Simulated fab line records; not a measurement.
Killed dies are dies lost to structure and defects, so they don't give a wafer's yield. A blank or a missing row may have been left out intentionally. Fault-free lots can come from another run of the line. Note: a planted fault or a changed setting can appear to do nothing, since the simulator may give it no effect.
Matching of chambers / flow sky130 / SKY_VIA2_CMP_24 on cmp-01 has 4 sister chambers
The step polishes, stops on SiO2, t overpolish 20 s, target thk 0 nm. 14 wafers are shown with their chamber, then 7 later ones without.

## WAFERS, EACH WITH ITS CHAMBER
wafer=L822.2; chamber=3; motor current A (A)=11.7; time to endpoint s (s)=94.9; overpolish run s (s)=19.988
wafer=L822.3; chamber=2; motor current A (A)=9.5; time to endpoint s (s)=99.1; overpolish run s (s)=19.983
wafer=L822.6; chamber=3; motor current A (A)=11.5; time to endpoint s (s)=96.8; overpolish run s (s)=20.018
wafer=L823.3; chamber=0; motor current A (A)=10.8; time to endpoint s (s)=95.7; overpolish run s (s)=19.999
wafer=L823.4; chamber=3; motor current A (A)=11.7; time to endpoint s (s)=95.1; overpolish run s (s)=20.005
wafer=L823.5; chamber=2; motor current A (A)=9.7; time to endpoint s (s)=95.9; overpolish run s (s)=20.007
wafer=L828.4; chamber=0; motor current A (A)=10.6; time to endpoint s (s)=96.8; overpolish run s (s)=20.007
wafer=L828.5; chamber=1; motor current A (A)=11.2; time to endpoint s (s)=96.9; overpolish run s (s)=20.004
wafer=L828.6; chamber=0; motor current A (A)=11.1; time to endpoint s (s)=94.3; overpolish run s (s)=19.988
wafer=L830.1; chamber=1; motor current A (A)=10.9; time to endpoint s (s)=96.8; overpolish run s (s)=19.993
wafer=L830.3; chamber=2; motor current A (A)=9.7; time to endpoint s (s)=98.8; overpolish run s (s)=20.004
wafer=L830.5; chamber=2; motor current A (A)=9.5; time to endpoint s (s)=98.3; overpolish run s (s)=20.008
wafer=L841.1; chamber=0; motor current A (A)=10.8; time to endpoint s (s)=100.0; overpolish run s (s)=19.996
wafer=L841.5; chamber=2; motor current A (A)=9.5; time to endpoint s (s)=98.6; overpolish run s (s)=19.994

SIGNATURES, as means of the wafers listed above
reading=motor current A; chamber 0=10.825; chamber 1=11.050; chamber 2=9.580; chamber 3=11.633; scatter within a chamber=0.157
reading=time to endpoint s; chamber 0=96.700; chamber 1=96.850; chamber 2=98.140; chamber 3=95.600; scatter within a chamber=1.63
reading=overpolish run s; chamber 0=19.99750; chamber 1=19.99850; chamber 2=19.99920; chamber 3=20.00367; scatter within a chamber=0.0107
Rule: a wafer's distance from a chamber is the root of the sum, over the readings, of the square of ((its reading less the chamber's mean) divided by the reading's scatter). The wafer belongs to the nearest chamber; if the next one is less than 2 further off, it can't be placed. The scatter: take each reading less its chamber's mean, square it, sum over the shown wafers, divide by the number of wafers less the number of chambers, and take the root.

## WAFERS MISSING THEIR CHAMBER
wafer=L841.6; motor current A (A)=11.0; time to endpoint s (s)=100.3; overpolish run s (s)=19.987
wafer=L842.1; motor current A (A)=11.8; time to endpoint s (s)=97.2; overpolish run s (s)=20.006
wafer=L842.2; motor current A (A)=12.1; time to endpoint s (s)=98.4; overpolish run s (s)=20.009
wafer=L842.6; motor current A (A)=12.4; time to endpoint s (s)=99.2; overpolish run s (s)=19.996
wafer=L844.2; motor current A (A)=10.9; time to endpoint s (s)=102.8; overpolish run s (s)=20.014
wafer=L844.3; motor current A (A)=9.7; time to endpoint s (s)=104.5; overpolish run s (s)=20.001
wafer=L844.4; motor current A (A)=10.7; time to endpoint s (s)=97.9; overpolish run s (s)=19.989

## EACH ONE'S CHAMBER
wafer=L841.6; from the rows above=can't be placed: 1 or 0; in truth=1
wafer=L842.1; from the rows above=3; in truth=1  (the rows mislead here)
wafer=L842.2; from the rows above=3; in truth=3
wafer=L842.6; from the rows above=3; in truth=3
wafer=L844.2; from the rows above=can't be placed: 1 or 0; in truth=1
wafer=L844.3; from the rows above=2; in truth=2
wafer=L844.4; from the rows above=can't be placed: 0 or 1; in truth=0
Correct placement for 3 of the 7. From these rows, 3 cannot be placed; in 3 the true chamber is one of the candidates. 1 placed wrongly.
